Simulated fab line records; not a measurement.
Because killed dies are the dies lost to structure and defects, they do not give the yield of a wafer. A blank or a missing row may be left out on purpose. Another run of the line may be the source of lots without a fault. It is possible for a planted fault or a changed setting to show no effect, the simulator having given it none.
Code-filled problem report in 8D (eight disciplines) form    flow sky130    the parts of the form that need people (team, actions taken, sign-off) are left out

== 1. THE PROBLEM ==
killedAtFrontEnd at SKY_PAD_OPEN_PROBE_99 reads a mean of 59 on 2 wafers of 2 lots; wafers without a fault read 15 with a standard deviation of 4. Relative to the usual mean, that is a shift of +11 standard deviations.
First seen on wafer L223.2, day 49 23:19, on prober-01. The record has a number at this step for 6 wafers belonging to 2 lots. Rule for "out" (also "out of limits"): further than 4 standard deviations from the usual mean. The other wafers with a number count as sound.

== 2. WHAT IT IS, AND WHAT IT ISN'T ==
question                     is                 is not
which readings at this step  killedAtFrontEnd   killed_at_M4_up, killedAtContacts, killedAtOther, killedOpen, killedShort
which lots                   L223, L225         -
which wafers of those lots   L223.2, L225.3     L223.1, L223.3, L225.4, L225.5
read on which tools          prober-01          -
when                         from day 49 23:19  up to then (1 sound wafer); but 3 sound wafers of L223, L225 came after

== 3. WHAT RULES OUT EACH SUSPECT ==
Counting: any tool at a process step up to the reading remains a suspect provided it ran every lot that is out. Sound lots after the first of them don't rule it out here, since some wafers of a struck lot are sound.
- plasmaAsher-01 at SKY_DNWELL_STRIP_08 (strips in O2/N2): kept. It ran every lot that is out, first L223 (day 6 10:07).
- pvdSputter-01 at SKY_METAL5_SPUTTER_01 (material TiN, target thk 20 nm, time 16.7 s): kept. It ran every lot that is out, first L223 (day 47 09:23).
- prober-01 at SKY_PAD_OPEN_PROBE_99: kept. It ran every lot that is out, first L223 (day 49 23:16). Its own killedAtFrontEnd readings are out on those wafers.
- Within plasmaAsher-01 at SKY_DNWELL_STRIP_08: the wafers that are out ran in chamber 1; their sound lot-mates ran in chamber 0.
Left after counting: plasmaAsher-01 at SKY_DNWELL_STRIP_08, pvdSputter-01 at SKY_METAL5_SPUTTER_01, prober-01 at SKY_PAD_OPEN_PROBE_99.

== 4. THE CAUSE (what the simulator had put in) ==
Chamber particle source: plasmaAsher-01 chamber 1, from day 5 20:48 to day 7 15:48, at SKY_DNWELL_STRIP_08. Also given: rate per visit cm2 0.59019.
3 suspects survive the count, and this tool is in that group.

== 5. THE EFFECT CHAIN, in route order ==
One row per reading whose mean, taken over the struck wafers that have a number, lies over 3 standard deviations from the usual. Only readings whose record carries a usual standard deviation are examined. hours: median over the lots of the time between each lot's start at the first step of this table that gives one and its start at this step. sigmas: the change, counted in usual standard deviations.
hours  step                   reading           usual  on struck wafers  change  sigmas
0      SKY_PAD_OPEN_PROBE_99  killedAtFrontEnd  15     59                +44     +11
0      SKY_PAD_OPEN_PROBE_99  killedDies        85     128               +44     +4.8
It contains these process steps:
- SKY_PAD_OPEN_PROBE_99

== 6. HOW IT WOULD HAVE BEEN CAUGHT EARLIER ==
1059 hours passed between the start of the fault at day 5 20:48 and the first reading out of limits in this record, taken at day 49 23:19.
Of the tool readings at SKY_DNWELL_STRIP_08 for which the record gives a usual standard deviation, none was out on any struck wafer, so an alarm limit of 4 standard deviations on them would not have fired.
The start of SKY_DNWELL_STRIP_08 on plasmaAsher-01 came by day 49 23:19 for every one of the lots that are out (2). Holding the tool at that point would not have protected any of them.
